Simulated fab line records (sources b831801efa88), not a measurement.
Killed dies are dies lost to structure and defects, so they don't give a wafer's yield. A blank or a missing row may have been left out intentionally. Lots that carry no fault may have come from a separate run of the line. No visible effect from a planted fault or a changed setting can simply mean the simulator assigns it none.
A struck lot beside a sound one ; flow sfq-line ; 14 steps out of a route of 325
Sound: wafers L514.1, L514.2, L514.3. Struck: wafers L522.5, L522.6. Last of all comes the cause.
At each step with rows: each side's tool, then ch and its chambers, then its first start. Under that, the readings that differ: sound wafers ; struck wafers ; difference of the means ; sigmas: that difference in standard deviations of wafers without a fault.
alike: readings whose means differ by less than 2 such deviations, and words and numbers that are the same on both sides. not compared: withheld readings, readings that some wafer has no value for, bounds like >300 that may hide the same value, and numbers for which the record gives no deviation and whose values overlap.
A row with sigmas, a row that says differs or no value, or rows on one side alone: a step with any of these is where the two part. When numbers do not overlap yet have no deviation, they are printed without sigmas and do not part them. A reading that every wafer of one side lacks parts them only if that side has two wafers or more.

SFQ_TRILAYER_I7_VIA_ETCH_VIA_ETCH_190: etches SiO2 in CHF3, stops on Nb, target depth 260 nm.
  sound on rie-diel-03 ch 1,2,3, day 80 13:32; struck on rie-diel-04 ch 0,1, day 90 19:03
  alike: drypump-motor-current-A, oes-product-au
SFQ_TRILAYER_I7_VIA_STRIP_STRIP_191: strips in O2.
  sound on rie-metal-02 ch 0,1, day 80 13:39; struck on rie-metal-03 ch 0,1, day 90 19:31
  alike: drypump-motor-current-A, oes-product-au
  not compared: rf-hours-counter-h
then, 8 steps without rows for these wafers: SFQ_TRILAYER_I7_VIA_STRIP_SOLV_CLEAN_192 (cleans in NMP, time 600 s); SFQ_TRILAYER_M8_LITHO_LOR_COAT_197; SFQ_TRILAYER_M8_LITHO_LOR_BAKE_198; SFQ_TRILAYER_M8_LITHO_COAT_193 (resist thk 600 nm); SFQ_TRILAYER_M8_LITHO_SOFTBAKE_199; SFQ_TRILAYER_M8_LITHO_EXPOSE_194 (exposes mask M8, target cd 2000 nm); SFQ_TRILAYER_M8_LITHO_PEB_196 (peb time 60 s); SFQ_TRILAYER_M8_LITHO_DEVELOP_195 (img clear 15 s, time 55 s).
SFQ_M8_OVL_MEAS_948:
  sound on overlay-02, day 80 17:13; struck on overlay-02, day 91 06:14
  alike: M8_OVL
then, 1 step without rows for these wafers: SFQ_TRILAYER_M8_DEP_EVAP_197 (material Ti, target thk 20 nm, time 100 s).
SFQ_TRILAYER_M8_DEP_EVAP_198: material Pt, target thk 50 nm, time 250 s.
  sound on pvd-sputter-01, day 80 17:20; struck on pvd-sputter-02, day 91 06:25
reading;sound;struck;difference;sigmas
model.Pt_of_TRILAYER_M8_DEP_EVAP_198.thk-nm (nm);49.1 50.2 49.64;64.17 64.18;+14.53;
then, 1 step without rows for these wafers: SFQ_TRILAYER_M8_DEP_EVAP_196 (material Au, target thk 180 nm, time 900 s).

## WHERE THEY PART
Nowhere in this record.

WHY: the cause the simulator had injected
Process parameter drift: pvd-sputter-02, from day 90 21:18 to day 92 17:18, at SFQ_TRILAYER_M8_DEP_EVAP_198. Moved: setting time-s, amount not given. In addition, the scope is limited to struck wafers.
